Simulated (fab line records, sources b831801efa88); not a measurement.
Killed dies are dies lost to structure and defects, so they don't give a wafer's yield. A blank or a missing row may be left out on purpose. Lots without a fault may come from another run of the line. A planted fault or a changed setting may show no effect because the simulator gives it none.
A struck lot beside a sound one | flow gf180mcu | 15 steps out of a route of 602
Sound: wafers L195.1, L195.3, L195.5. Struck: wafers L199.2, L199.5, L199.6. The cause comes at the end.
At each step with rows: each side's tool, then ch and its chambers, then its first start. Under that, the readings that differ: sound wafers | struck wafers | difference of the means | sigmas: that difference in standard deviations of wafers without a fault.
alike: readings whose means differ by less than 2 such deviations, and words and numbers that are the same on both sides. not compared: withheld readings, readings that some wafer has no value for, bounds like >300 that may hide the same value, and numbers for which the record gives no deviation and whose values overlap.
The two part at a step that has a row with sigmas, a row that says differs or no value, or rows on one side only. Numbers that don't overlap but have no deviation are shown without sigmas and don't part them. A reading that every wafer of one side lacks parts them only if that side has two wafers or more.

first, 2 steps without rows for these wafers: GF_MVPSD_IMPLANT_08; GF_MVPSD_IMPLANT_09.
GF_MVPSD_STRIP_10: strips in O2/N2.
  sound on plasma_asher-04 ch 1, day 7 19:10; struck on plasma_asher-01 ch 0,1, day 8 13:22
  reading                     | sound       | struck      | difference | sigmas
  drypump_motor_current_A (A) | 5.4 5.4 5.4 | 6.8 6.2 6.8 | +1.2       | +3
  alike: heater_power_w, oes_product_au, strip_time_to_endpoint_s
  not compared: rf_hours_counter_h
GF_MVPSD_TW_MEAS_11:
  sound on film_metro-03, day 7 19:16; struck on film_metro-04, day 8 13:28
  alike: MVPSD_TW
then, 7 steps without rows for these wafers: GF_VT_IMPLANT_DEHYDRATE_00 (time 60 s); GF_VT_IMPLANT_HMDS_01 (prime time 60 s); GF_VT_IMPLANT_COAT_02 (resist thk 1000 nm); GF_VT_IMPLANT_SOFTBAKE_03 (time 60 s); GF_VT_IMPLANT_EXPOSE_04 (exposes mask LVPWELL LV AREA, target cd 600 nm); GF_VT_IMPLANT_PEB_05; GF_VT_IMPLANT_DEVELOP_06 (develop time 60 s).
GF_VT_IMPLANT_OVL_MEAS_07:
  sound on overlay-02, day 8 11:26; struck on overlay-02, day 9 06:37
  alike: VT_IMPLANT_OVL
GF_VT_IMPLANT_IMPLANT_08:
  sound on implanter-02 ch 0, day 8 11:28; struck on implanter-03 ch 0, day 9 06:40
  reading                   | sound                | struck               | difference | sigmas
  beam_energy_keV           | 20.014 20.002 19.998 | 19.686 19.684 19.680 | -0.321     | -52
  model.implant.drp_nm (nm) | 9.752 9.752 9.752    | 9.643 9.643 9.643    | -0.109     |
GF_VT_IMPLANT_STRIP_09: strips in O2/N2.
  sound on plasma_asher-01 ch 0,1, day 8 11:37; struck on plasma_asher-02 ch 0,1, day 9 06:48
  alike: drypump_motor_current_A, heater_power_w, oes_product_au, strip_time_to_endpoint_s
  not compared: rf_hours_counter_h
then, 1 step without rows for these wafers: GF_PASSIVATION_PROBE_99.

WHERE THEY PART
First at GF_MVPSD_STRIP_10; last, within this record, at GF_VT_IMPLANT_IMPLANT_08. Later steps at which nothing parts them and some readings are alike: GF_VT_IMPLANT_STRIP_09.

WHY: what the simulator had put in
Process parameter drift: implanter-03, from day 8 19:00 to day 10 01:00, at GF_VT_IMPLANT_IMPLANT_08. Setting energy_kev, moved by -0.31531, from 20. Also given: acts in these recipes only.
